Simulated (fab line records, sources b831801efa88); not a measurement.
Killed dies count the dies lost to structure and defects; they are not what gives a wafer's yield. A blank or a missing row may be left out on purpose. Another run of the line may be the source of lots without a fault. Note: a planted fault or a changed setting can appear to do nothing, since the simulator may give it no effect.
fab line records -- flow sky130
record: lots: 6, wafers: 18, last_day: 52
route steps=708 shown VT_ADJUST_NCORE@128 VT_ADJUST_HVTR@131 PAD_OPEN@708
lots with no fault: from the same line, run without faults
start_h: the number of hours between the record's first day and the start of the first shown wafer of the lot -- wait_h: hours since the lot's step before -- " as in the row above -- L1.1+2: a single row standing in for several wafers -- - no value present, or no start provided -- * or withheld: withheld -- < > ~ a bound
route shown NAME@n: NAME is a module with steps in the file, n the number in the route of the first one -- usual: mean/standard deviation taken from wafers without a fault -- same: alike in all rows -- chamber/n: place in a boat -- sites: the reading at each site -- _std_site: standard deviation across them -- _edge_site: mean of outer sites minus mean of inner sites -- radius_mm: for every site, how far away it sits from the centre of the wafer -- mask NAME#n: copy n -- behind: the tool/chamber that last shaped the wafer -- hold: why the lot was held/for how many hours/how that ended -- device: transistor that didn't switch, given as n, p or np -- end of line: the same wafers' tests at the end of the route -- a step with no rows: only its recipe -- killed: not the wafer's yield, but the dies lost to structure and defects at the first sort -- map: a wafer's dies, x killed, . not, _ none there
set.NAME: the run value of the setting; set.NAME@STEP: its run value at that earlier step -- model.NAME: the simulator's own value behind a step, which no gauge read
lots seen at some steps along the route; tables by step, rows by wafer
services: a tool's chamber out of use, with start hour (start_h, from the record's first day; less than 0 if before it), hours out, and reason
== steps ==
step: SKY_VT_ADJUST_NCORE_IMPLANT_09
recipe: species: B, energy_kev: 10, dose_cm2: 2.4e+12, tilt_deg: withheld
step: SKY_VT_ADJUST_NCORE_STRIP_10
recipe: chemistry: O2/N2, power_w: 1400, pressure_mtorr: 1500, platen_temp_c: withheld, o2_flow_sccm: 3000, n2_flow_sccm: 300, overash_fraction: 0.5
usual: drypump_motor_current_A: 5.86/0.3, oes_product_au: 0.716/0.0048, strip_time_to_endpoint_s: 14.20/0.036
lot.wafer,tool,chamber,start_h,wait_h,drypump_motor_current_A,oes_product_au,rf_hours_counter_h,strip_time_to_endpoint_s
L327.1,plasma_asher-01,0,178.56,0.1,5.23,0.723,6,14.16
L327.3,plasma_asher-01,0,178.56,0.1,5.25,0.712,-,14.15
L327.6,plasma_asher-01,1,178.56,0.1,6.04,0.713,-,14.18
L336.2,plasma_asher-01,1,218.85,0.1,6.01,0.715,10,14.18
L336.5,plasma_asher-01,0,218.85,0.1,5.26,0.715,-,14.23
L336.6,plasma_asher-01,1,218.85,0.1,6.08,0.722,-,14.19
L338.3,plasma_asher-01,1,229.05,0.1,6.04,0.719,-,14.20
L338.4,plasma_asher-01,0,229.05,0.1,5.21,0.712,-,14.16
L338.6,plasma_asher-01,1,229.05,0.1,5.99,0.715,-,14.18
L343.1,plasma_asher-01,1,428.94,0.1,6.05,0.716,30,14.15
L343.5,plasma_asher-01,0,428.94,0.1,5.21,0.716,-,14.14
L343.6,plasma_asher-01,1,428.94,0.1,6.05,0.721,-,14.17
L341.1,plasma_asher-03,0,429.09,0.1,5.82,0.727,59,14.19
L341.3,plasma_asher-03,1,429.09,0.1,6.16,0.721,-,14.18
L341.5,plasma_asher-03,0,429.09,0.1,5.81,0.717,-,14.24
L346.1,plasma_asher-02,1,430.74,0.1,5.96,0.716,0,14.20
L346.4,plasma_asher-02,0,430.74,0.1,5.97,0.717,-,14.22
L346.6,plasma_asher-02,1,430.74,0.1,5.95,0.718,-,14.23
step: SKY_VT_ADJUST_NCORE_TW_MEAS_11
usual: VT_ADJUST_NCORE_TW: 218.6/2.2
lot.wafer,tool,chamber,start_h,wait_h,VT_ADJUST_NCORE_TW
L327.1,film_metro-04,-,178.66,0.1,221.4
L327.3,film_metro-04,-,178.66,0.1,221.7
L327.6,film_metro-04,-,178.66,0.1,220.8
L336.2,film_metro-04,-,218.96,0.1,217.4
L336.5,film_metro-04,-,218.96,0.1,215.9
L336.6,film_metro-04,-,218.96,0.1,216.8
L338.3,film_metro-03,-,229.13,0.1,218.8
L338.4,film_metro-03,-,229.13,0.1,220.5
L338.6,film_metro-03,-,229.13,0.1,219.8
L343.1,film_metro-04,-,429.04,0.1,217.4
L343.5,film_metro-04,-,429.04,0.1,217.3
L343.6,film_metro-04,-,429.04,0.1,216.5
L341.1,film_metro-03,-,429.19,0.1,221.0
L341.3,film_metro-03,-,429.19,0.1,219.1
L341.5,film_metro-03,-,429.19,0.1,220.5
L346.1,film_metro-01,-,430.84,0.1,217.0
L346.4,film_metro-01,-,430.84,0.1,216.3
L346.6,film_metro-01,-,430.84,0.1,216.1
step: SKY_VT_ADJUST_HVTR_DEHYDRATE_00
recipe: temp_c: 200, time_s: 60
step: SKY_VT_ADJUST_HVTR_HMDS_01
recipe: prime_time_s: 60, prime_temp_c: 120
step: SKY_VT_ADJUST_HVTR_COAT_02
recipe: resist: NOVOLAK, spin_rpm: 3000, resist_thk_nm: 1140
step: SKY_VT_ADJUST_HVTR_SOFTBAKE_03
recipe: temp_c: 90, time_s: 60, resist: NOVOLAK
step: SKY_VT_ADJUST_HVTR_EXPOSE_04
recipe: mask_id: HVTRM, target_cd_nm: 380, na: 0.6, source_shape: conventional, sigma_outer: 0.6, dose_mj: 150
step: SKY_VT_ADJUST_HVTR_PEB_05
recipe: temp_c: withheld, time_s: *, resist: NOVOLAK
step: SKY_VT_ADJUST_HVTR_DEVELOP_06
recipe: develop_time_s: 60, dev_temp_c: 23
step: SKY_VT_ADJUST_HVTR_CD_MEAS_07
recipe: target_cd_nm: 380
usual: cd_nm: 380.7/2.7
lot.wafer,tool,chamber,start_h,wait_h,cd_nm
L327.1,cd_sem-01,-,187.89,0.1,377.4
L327.3,cd_sem-01,-,187.89,0.1,376.5
L327.6,cd_sem-01,-,187.89,0.1,375.6
L336.2,cd_sem-01,-,234.66,0.1,382.8
L336.5,cd_sem-01,-,234.66,0.1,380.7
L336.6,cd_sem-01,-,234.66,0.1,381.5
L338.3,cd_sem-02,-,246.48,0.1,380.9
L338.4,cd_sem-02,-,246.48,0.1,381.2
L338.6,cd_sem-02,-,246.48,0.1,379.7
L343.1,cd_sem-01,-,459.63,0.1,380.8
L343.5,cd_sem-01,-,459.63,0.1,382.7
L343.6,cd_sem-01,-,459.63,0.1,384.1
L341.1,cd_sem-02,-,459.79,0.1,381.3
L341.3,cd_sem-02,-,459.79,0.1,381.0
L341.5,cd_sem-02,-,459.79,0.1,382.0
L346.1,cd_sem-02,-,460.46,0.1,377.5
L346.4,cd_sem-02,-,460.46,0.1,381.1
L346.6,cd_sem-02,-,460.46,0.1,379.4
step: SKY_VT_ADJUST_HVTR_OVL_MEAS_08
usual: VT_ADJUST_HVTR_OVL: -0.5/1.4
lot.wafer,tool,chamber,start_h,wait_h,VT_ADJUST_HVTR_OVL[nm]
L327.1,overlay-02,-,188.01,0.1,-1.1
L327.3,overlay-02,-,188.01,0.1,-0.5
L327.6,overlay-02,-,188.01,0.1,-2.5
L336.2,overlay-02,-,234.76,0.1,-1.2
L336.5,overlay-02,-,234.76,0.1,-0.1
L336.6,overlay-02,-,234.76,0.1,-1.3
L338.3,overlay-02,-,246.57,0.1,-2.4
L338.4,overlay-02,-,246.57,0.1,0.1
L338.6,overlay-02,-,246.57,0.1,-2.4
L343.1,overlay-01,-,459.75,0.1,-0.1
L343.5,overlay-01,-,459.75,0.1,-1.8
L343.6,overlay-01,-,459.75,0.1,0.2
L341.1,overlay-02,-,459.91,0.1,1.8
L341.3,overlay-02,-,459.91,0.1,2.2
L341.5,overlay-02,-,459.91,0.1,2.3
L346.1,overlay-01,-,460.58,0.1,0.4
L346.4,overlay-01,-,460.58,0.1,-0.6
L346.6,overlay-01,-,460.58,0.1,2.6
step: SKY_VT_ADJUST_HVTR_IMPLANT_09
recipe: species: B, energy_kev: 10, dose_cm2: 2.1e+12, tilt_deg: withheld
usual: beam_energy_keV: 10.001/0.0031, beam_on_s: 10.00/0.21, dose_ions_cm2: 2.0996e+12/2.5e+09, faraday_current_uA: 11.84/0.25
lot.wafer,tool,chamber,start_h,wait_h,beam_energy_keV,beam_on_s,dose_ions_cm2,faraday_current_uA
L327.1,implanter-04,0,188.04,0.0,9.999,9.88,2.0969e+12,12.00
L327.3,implanter-04,0,188.04,0.0,10.000,10.06,2.0953e+12,11.77
L327.6,implanter-04,0,188.04,0.0,10.003,10.13,2.0963e+12,11.71
L336.2,implanter-01,0,234.99,0.2,10.000,10.08,2.9058e+12,16.30
L336.5,implanter-01,0,234.99,0.2,10.007,10.21,2.9087e+12,16.07
L336.6,implanter-01,0,234.99,0.2,10.005,9.77,2.9093e+12,16.75
L338.3,implanter-01,0,246.64,0.1,9.999,9.85,2.9071e+12,16.68
L338.4,implanter-01,0,246.64,0.1,10.000,9.99,2.9065e+12,16.34
L338.6,implanter-01,0,246.64,0.1,9.996,10.17,2.9055e+12,16.10
L343.1,implanter-02,0,459.79,0.0,10.000,10.34,2.105e+12,11.51
L343.5,implanter-02,0,459.79,0.0,10.002,9.75,2.1035e+12,12.16
L343.6,implanter-02,0,459.79,0.0,9.992,9.81,2.1048e+12,12.04
L341.1,implanter-01,0,459.94,0.0,10.001,10.27,2.0995e+12,11.55
L341.3,implanter-01,0,459.94,0.0,10.003,10.21,2.0993e+12,11.58
L341.5,implanter-01,0,459.94,0.0,10.005,10.00,2.0941e+12,11.84
L346.1,implanter-01,0,460.62,0.0,9.998,9.95,2.0978e+12,11.81
L346.4,implanter-01,0,460.62,0.0,10.000,10.27,2.1009e+12,11.51
L346.6,implanter-01,0,460.62,0.0,10.001,9.82,2.0987e+12,12.08
step: SKY_VT_ADJUST_HVTR_STRIP_10
recipe: chemistry: O2/N2, power_w: 1400, pressure_mtorr: 1500, platen_temp_c: withheld, o2_flow_sccm: 3000, n2_flow_sccm: 300, overash_fraction: 0.5
usual: drypump_motor_current_A: 5.8/0.32, oes_product_au: 0.715/0.0047, strip_time_to_endpoint_s: 14.18/0.042
lot.wafer,tool,chamber,start_h,wait_h,drypump_motor_current_A,oes_product_au,rf_hours_counter_h,strip_time_to_endpoint_s
L327.1,plasma_asher-04,1,188.19,0.1,5.9,0.717,52,14.14
L327.3,plasma_asher-04,1,188.19,0.1,5.9,0.719,-,14.17
L327.6,plasma_asher-04,0,188.19,0.1,5.6,0.711,-,14.18
L336.2,plasma_asher-01,0,235.11,0.1,5.2,0.714,11,14.14
L336.5,plasma_asher-01,1,235.11,0.1,6.0,0.713,-,14.16
L336.6,plasma_asher-01,0,235.11,0.1,5.2,0.719,-,14.14
L338.3,plasma_asher-01,1,246.78,0.1,6.0,0.713,-,14.16
L338.4,plasma_asher-01,0,246.78,0.1,5.2,0.715,-,14.17
L338.6,plasma_asher-01,1,246.78,0.1,6.0,0.709,-,14.16
L343.1,plasma_asher-02,1,459.94,0.1,6.0,0.722,3,14.12
L343.5,plasma_asher-02,1,459.94,0.1,6.0,0.717,-,14.15
L343.6,plasma_asher-02,0,459.94,0.1,6.0,0.719,-,14.20
L341.1,plasma_asher-04,0,460.09,0.1,5.6,0.706,79,14.14
L341.3,plasma_asher-04,1,460.09,0.1,5.9,0.721,-,14.12
L341.5,plasma_asher-04,1,460.09,0.1,5.9,0.719,-,14.16
L346.1,plasma_asher-01,0,460.77,0.1,5.3,0.715,34,14.22
L346.4,plasma_asher-01,1,460.77,0.1,6.1,0.719,-,14.24
L346.6,plasma_asher-01,0,460.77,0.1,5.3,0.713,-,14.18
step: SKY_VT_ADJUST_HVTR_TW_MEAS_11
usual: VT_ADJUST_HVTR_TW: 210.2/2.1
lot.wafer,tool,chamber,start_h,wait_h,hold,VT_ADJUST_HVTR_TW
L327.1,film_metro-02,-,188.29,0.1,-,209.5
L327.3,film_metro-02,-,188.29,0.1,-,208.7
L327.6,film_metro-02,-,188.29,0.1,-,207.3
L336.2,film_metro-02,-,235.22,0.1,await_dispo/0.2h/release,228.6
L336.5,film_metro-02,-,235.22,0.1,await_dispo/0.2h/release,228.0
L336.6,film_metro-02,-,235.22,0.1,await_dispo/0.2h/release,229.4
L336.2,film_metro-02,-,235.45,0.2,-,229.3
L336.5,film_metro-02,-,235.45,0.2,-,228.4
L336.6,film_metro-02,-,235.45,0.2,-,228.1
L338.3,film_metro-02,-,246.86,0.1,await_dispo/0.2h/release,231.2
L338.4,film_metro-02,-,246.86,0.1,await_dispo/0.2h/release,229.4
L338.6,film_metro-02,-,246.86,0.1,await_dispo/0.2h/release,230.7
L338.3,film_metro-02,-,247.14,0.3,-,231.0
L338.4,film_metro-02,-,247.14,0.3,-,229.6
L338.6,film_metro-02,-,247.14,0.3,-,230.1
L343.1,film_metro-01,-,460.04,0.1,-,208.5
L343.5,film_metro-01,-,460.04,0.1,-,207.4
L343.6,film_metro-01,-,460.04,0.1,-,208.4
L341.1,film_metro-03,-,460.19,0.1,-,213.4
L341.3,film_metro-03,-,460.19,0.1,-,212.4
L341.5,film_metro-03,-,460.19,0.1,-,212.4
L346.1,film_metro-02,-,460.87,0.1,-,210.1
L346.4,film_metro-02,-,460.87,0.1,-,210.3
L346.6,film_metro-02,-,460.87,0.1,-,210.9
step: SKY_PAD_OPEN_PROBE_99
usual: killed_at_M0_to_M3: 43/7, killed_at_M4_up: 2.7/1.6, killed_at_contacts: 24/5.3, killed_at_front_end: 16/4.6, killed_at_other: 0.3/0.53, killed_dies: 86/9.3, killed_open: 47/6.9, killed_short: 38/6.1
same: gross_dies: 492, killed_at_back_side: 0
lot.wafer,tool,chamber,start_h,wait_h,killed_at_M0_to_M3,killed_at_M4_up,killed_at_contacts,killed_at_front_end,killed_at_other,killed_dies,killed_open,killed_short,model.etest.pfet_01v8_mvt.drive_ua_um,model.etest.pfet_01v8_mvt.off_log10_a_um,model.etest.pfet_01v8_mvt.vt_sat_v,model.etest.pfet_01v8_mvt.vt_v,model.etest.pfet_01v8_mvt.vt_long_v,model.etest.pfet_01v8_mvt.body_rise_v
L327.1,prober-01,-,1051.08,0.1,38,6,14,18,0,76,39,37,150.2,-11.06,-0.5949,-0.6748,-0.873,-0.187
L327.3,prober-01,-,1051.18,0.2,45,2,18,18,0,83,47,36,148.9,-11.05,-0.6012,-0.6778,-0.873,-0.188
L327.6,prober-01,-,1051.33,0.2,54,2,23,18,1,98,48,50,147.2,-11.08,-0.6041,-0.6817,-0.8747,-0.1848
L336.2,prober-02,-,1097.75,0.1,41,4,16,24,0,85,38,47,167.2,-8.951,-0.4032,-0.5127,-0.7442,-0.2013
L336.5,prober-02,-,1097.90,0.2,38,4,20,16,0,78,38,40,169.6,-9.142,-0.4162,-0.5248,-0.7542,-0.1954
L336.6,prober-02,-,1097.95,0.2,53,2,27,15,0,97,56,41,169,-8.758,-0.4094,-0.5176,-0.7496,-0.199
L338.3,prober-02,-,1103.96,0.2,48,2,28,16,0,94,58,36,166.5,-9.174,-0.4209,-0.531,-0.7723,-0.1906
L338.4,prober-02,-,1104.01,0.2,40,2,26,16,0,84,45,39,165.6,-9.232,-0.4269,-0.5386,-0.7727,-0.1932
L338.6,prober-02,-,1104.11,0.2,37,3,27,17,0,84,46,38,166.8,-9.091,-0.4243,-0.5348,-0.769,-0.1937
L343.1,prober-01,-,1239.01,0.1,48,5,21,17,1,92,50,40,153.4,-10.57,-0.5719,-0.6615,-0.8677,-0.1849
L343.5,prober-01,-,1239.21,0.2,38,3,19,27,1,88,51,37,148.5,-10.96,-0.5871,-0.6707,-0.8753,-0.188
L343.6,prober-01,-,1239.26,0.2,54,0,15,15,1,85,46,37,152.5,-10.71,-0.5712,-0.6595,-0.8635,-0.1857
L341.1,prober-02,-,1240.62,0.1,48,6,30,17,1,102,63,39,154.2,-10.48,-0.5568,-0.6489,-0.864,-0.1894
L341.3,prober-02,-,1240.72,0.2,42,4,15,19,0,80,46,34,153.9,-10.43,-0.5505,-0.6439,-0.8595,-0.1889
L341.5,prober-02,-,1240.82,0.2,51,2,32,10,0,95,55,40,153.8,-10.41,-0.5458,-0.642,-0.8535,-0.1906
L346.1,prober-02,-,1243.06,0.4,54,2,27,18,1,102,43,59,154.4,-10.6,-0.5485,-0.6366,-0.847,-0.1891
L346.4,prober-02,-,1243.21,0.5,40,4,20,22,1,87,43,44,154.8,-10.52,-0.5511,-0.6426,-0.8518,-0.1878
L346.6,prober-02,-,1243.31,0.6,47,2,21,20,1,91,55,36,152.7,-10.69,-0.5602,-0.6453,-0.8508,-0.1877
killed by level:class
L327.1 VIA2:geometric_particle:open=7 VIA3:geometric_particle:open=7 FIELD_ISO:geometric_particle:open=5 VIA1:geometric_particle:short=5 VIA1:geometric_particle:open=5 METAL4:geometric_particle:short=5 SPACER:geometric_particle:open=4 CONTACT:geometric_particle:open=4
L327.3 METAL2:geometric_particle:short=10 CONTACT:geometric_particle:open=8 VIA1:geometric_particle:open=8 VIA1:geometric_particle:short=8 VIA2:geometric_particle:open=6 FIELD_ISO:geometric_particle:short=5 POLY_GATE:geometric_particle:open=5 FIELD_ISO:geometric_particle:open=4
L327.6 VIA1:geometric_particle:open=13 CONTACT:geometric_particle:open=8 METAL2:geometric_particle:short=8 VIA2:geometric_particle:short=8 POLY_GATE:geometric_particle:open=7 CONTACT:geometric_particle:short=7 POLY_GATE:geometric_particle:short=5 METAL1:geometric_particle:short=5
L336.2 VIA2:geometric_particle:open=8 METAL1:geometric_particle:short=8 FIELD_ISO:geometric_particle:open=7 CONTACT:geometric_particle:short=7 VIA3:geometric_particle:open=5 POLY_GATE:geometric_particle:short=4 POLY_GATE:geometric_particle:open=4 VIA1:geometric_particle:short=4
L336.5 VIA1:geometric_particle:open=11 METAL2:geometric_particle:short=8 LOCAL_INTERCONNECT:geometric_particle:short=5 LI_CONTACT:geometric_particle:open=5 METAL1:geometric_particle:short=5 FIELD_ISO:geometric_particle:open=4 CONTACT:geometric_particle:open=4 VIA2:geometric_particle:short=4
L336.6 VIA1:geometric_particle:open=14 CONTACT:geometric_particle:open=11 LI_CONTACT:geometric_particle:open=8 METAL2:geometric_particle:short=8 METAL1:geometric_particle:short=7 VIA3:geometric_particle:open=7 POLY_GATE:geometric_particle:open=5 FIELD_ISO:geometric_particle:open=4
L338.3 VIA3:geometric_particle:open=14 VIA1:geometric_particle:open=12 CONTACT:geometric_particle:open=11 LI_CONTACT:geometric_particle:open=8 VIA2:geometric_particle:open=6 POLY_GATE:geometric_particle:short=5 METAL2:geometric_particle:short=5 POLY_GATE:geometric_particle:open=4
L338.4 CONTACT:geometric_particle:open=10 CONTACT:geometric_particle:short=9 METAL1:geometric_particle:short=8 VIA1:geometric_particle:short=7 VIA1:geometric_particle:open=7 FIELD_ISO:geometric_particle:open=6 VIA3:geometric_particle:open=5 LI_CONTACT:geometric_particle:open=4
L338.6 LI_CONTACT:geometric_particle:open=11 CONTACT:geometric_particle:open=11 VIA3:geometric_particle:open=7 FIELD_ISO:geometric_particle:short=5 VIA2:geometric_particle:open=5 POLY_GATE:geometric_particle:short=5 METAL3:geometric_particle:short=5 METAL1:geometric_particle:short=4
L343.1 VIA1:geometric_particle:open=11 VIA1:geometric_particle:short=9 FIELD_ISO:geometric_particle:open=8 LI_CONTACT:geometric_particle:open=8 VIA2:geometric_particle:open=8 METAL1:geometric_particle:short=5 CONTACT:geometric_particle:short=5 VIA3:geometric_particle:open=5
L343.5 VIA1:geometric_particle:open=11 CONTACT:geometric_particle:open=10 METAL1:geometric_particle:short=9 VIA2:geometric_particle:open=8 FIELD_ISO:geometric_particle:short=6 POLY_GATE:geometric_particle:open=6 FIELD_ISO:geometric_particle:open=5 POLY_GATE:geometric_particle:short=5
L343.6 VIA2:geometric_particle:open=10 VIA3:geometric_particle:open=10 METAL2:geometric_particle:short=8 CONTACT:geometric_particle:open=7 VIA2:geometric_particle:short=6 METAL1:geometric_particle:short=5 VIA1:geometric_particle:open=5 FIELD_ISO:geometric_particle:open=4
L341.1 VIA1:geometric_particle:open=12 LI_CONTACT:geometric_particle:open=11 CONTACT:geometric_particle:open=11 VIA2:geometric_particle:open=7 METAL1:geometric_particle:short=6 VIA1:geometric_particle:short=6 VIA3:geometric_particle:open=6 POLY_GATE:geometric_particle:open=5
L341.3 VIA1:geometric_particle:open=10 LI_CONTACT:geometric_particle:open=9 FIELD_ISO:geometric_particle:open=6 POLY_GATE:geometric_particle:short=6 VIA3:geometric_particle:open=6 METAL2:geometric_particle:short=5 METAL1:geometric_particle:short=5 VIA2:geometric_particle:open=4
L341.5 LI_CONTACT:geometric_particle:open=13 VIA1:geometric_particle:open=11 CONTACT:geometric_particle:open=9 METAL1:geometric_particle:short=8 LI_CONTACT:geometric_particle:short=6 METAL2:geometric_particle:short=6 VIA3:geometric_particle:open=5 FIELD_ISO:geometric_particle:open=4
L346.1 CONTACT:geometric_particle:open=15 VIA1:geometric_particle:open=12 METAL2:geometric_particle:short=10 FIELD_ISO:geometric_particle:short=7 VIA1:geometric_particle:short=6 LOCAL_INTERCONNECT:geometric_particle:short=5 VIA3:geometric_particle:short=5 METAL3:geometric_particle:short=5
L346.4 VIA1:geometric_particle:open=10 CONTACT:geometric_particle:open=9 FIELD_ISO:geometric_particle:short=6 VIA2:geometric_particle:open=6 POLY_GATE:geometric_particle:short=5 FIELD_ISO:geometric_particle:open=4 METAL2:geometric_particle:short=4 METAL4:geometric_particle:short=4
L346.6 CONTACT:geometric_particle:open=13 VIA1:geometric_particle:open=13 METAL2:geometric_particle:short=13 VIA2:geometric_particle:open=8 FIELD_ISO:geometric_particle:open=6 POLY_GATE:geometric_particle:short=5 VIA3:geometric_particle:open=4 LOCAL_INTERCONNECT:geometric_particle:short=3
== services ==
tool,chamber,start_h,hours,kind
plasma_asher-01,-,192.31,1.9,repair
implanter-02,-,225.19,5.8,repair
plasma_asher-04,-,228.94,2.8,pm
implanter-02,-,240.19,3.1,repair
implanter-01,-,251.56,28.1,repair
implanter-04,-,271.72,43.5,repair
plasma_asher-03,-,277.60,1.3,repair
implanter-01,-,284.88,5.4,pm
plasma_asher-01,-,289.19,3.2,repair
plasma_asher-02,-,297.63,0.9,repair
plasma_asher-01,-,309.74,2.8,pm
implanter-04,-,319.39,18.0,pm
plasma_asher-01,-,325.94,1.8,repair
plasma_asher-02,-,337.01,1.3,repair
implanter-04,-,350.41,1.7,repair
plasma_asher-02,-,352.14,0.8,repair
implanter-02,-,379.00,3.0,repair
plasma_asher-03,-,390.26,0.9,repair
plasma_asher-03,-,397.59,0.5,repair
plasma_asher-01,-,397.89,1.1,repair
plasma_asher-02,-,421.25,9.0,pm
implanter-04,-,427.77,4.9,pm
implanter-04,-,433.36,6.3,repair
implanter-02,-,434.62,3.8,repair
== key ==
first_sign: step: SKY_VT_ADJUST_HVTR_IMPLANT_09, reading: dose_ions_cm2, direction: up, sigmas: 99+, usual: *, struck: *
effect: step: SKY_VT_ADJUST_HVTR_IMPLANT_09, reading: faraday_current_uA, direction: up, sigmas: 19, usual: 11.84, struck: 16.37
effect: step: SKY_VT_ADJUST_HVTR_TW_MEAS_11, reading: visit, direction: added
effect: step: SKY_VT_ADJUST_HVTR_TW_MEAS_11, reading: VT_ADJUST_HVTR_TW, direction: up, sigmas: 9.3, usual: 210.2, struck: 229.5
model_effect: step: SKY_PAD_OPEN_PROBE_99, value: etest.pfet_01v8_mvt.drive_ua_um, without: 151, struck: 167.4
met_at SKY_VT_ADJUST_HVTR_IMPLANT_09
struck_wafers L336.2,L336.5,L336.6,L338.3,L338.4,L338.6
tester_left_out L336,L338
fault: kind: process_parameter_drift, tool: implanter-01, chamber: -, onset_h: 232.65, steps: SKY_VT_ADJUST_HVTR_IMPLANT_09, channel: dose_cm2, offset: *, shape: step, end_h: 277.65, acts_in: *, stated: *
tester_left_out: of these lots the tester's yield and bins aren't shown, on N5 and GAA mostly nor the transistor test; their killed dies are dies lost to structure and defects alone, not to doping, threshold or leakage, so they don't give the yield
